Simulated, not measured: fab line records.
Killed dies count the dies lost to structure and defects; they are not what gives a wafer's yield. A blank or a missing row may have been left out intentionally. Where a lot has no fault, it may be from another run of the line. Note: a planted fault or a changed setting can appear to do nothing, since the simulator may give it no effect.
Which of the tools did it?    flow gf180mcu    12 lots, 36 wafers sampled, at 2 steps of a route of 602

WHAT THE GAUGES SHOWED, per wafer
GF_MIM_RS_MEAS_10: measures by four-point-probe.
lot   measured      on            MIM_ALCU_RS (ohm/sq)
L075  day 24 16:37  filmMetro-01  0.1608 0.1596 0.1600
L077  day 25 06:23  filmMetro-01  0.1597 0.1606 0.1598
L079  day 26 02:12  filmMetro-04  0.1601 0.1600 0.1619
L081  day 26 20:56  filmMetro-01  0.1610 0.1626 0.1579
L083  day 27 11:32  filmMetro-04  0.1590 0.1608 0.1573
L085  day 28 05:12  filmMetro-01  0.1586 0.1576 0.1581
L087  day 28 18:15  filmMetro-04  0.1602 0.1628 0.1598
L089  day 29 11:14  filmMetro-02  0.1599 0.1609 0.1613
L091  day 30 08:56  filmMetro-02  0.1603 0.1605 0.1587
L093  day 30 16:35  filmMetro-01  0.1610 0.1618 0.1614
L095  day 30 22:14  filmMetro-02  0.1606 0.1593 0.1613
L097  day 31 13:46  filmMetro-01  0.1594 0.1602 0.1607

WHICH TOOL RAN EACH LOT (tool, then ch and the chambers of the sampled wafers, then the start)
lot   GF_MIM_CVD_05
L075  pecvd-01 ch 0,2, day 24 16:24
L077  pecvd-04 ch 0,1, day 25 06:11
L079  pecvd-01 ch 1,2, day 26 01:58
L081  pecvd-01 ch 0,1, day 26 20:44
L083  pecvd-04 ch 0,1, day 27 11:20
L085  pecvd-03 ch 2, day 28 04:56
L087  pecvd-01 ch 0,1, day 28 18:04
L089  pecvd-04 ch 0,1, day 29 11:02
L091  pecvd-03 ch 0,1,2, day 30 08:44
L093  pecvd-03 ch 0,2, day 30 16:21
L095  pecvd-01 ch 0,1,2, day 30 22:02
L097  pecvd-01 ch 0,2, day 31 13:34
- GF_MIM_CVD_05: deposits Si3N4, target thk 42 nm, time 29.086 s.

THE ANSWER, worked out from the rows above alone
Rule: what is usual is taken from the lots themselves. The widest of any qualifying gaps counts: lots, ordered by their means at a reading, are off when they make up no more than a third of the lots, leave a main group of 4 or more, and stand apart from it by 3 or more times the standard deviation of that group's means. The tables above print the reading to a certain number of digits; a main group whose means all agree to those digits is not used. A lot without any number at a reading at which 4 lots or more have one is off too. Any other lot the step has rows for is counted as sound.
Nothing can be told from this: no lot is off at any reading shown.

WHAT WAS PUT IN BY THE SIMULATOR
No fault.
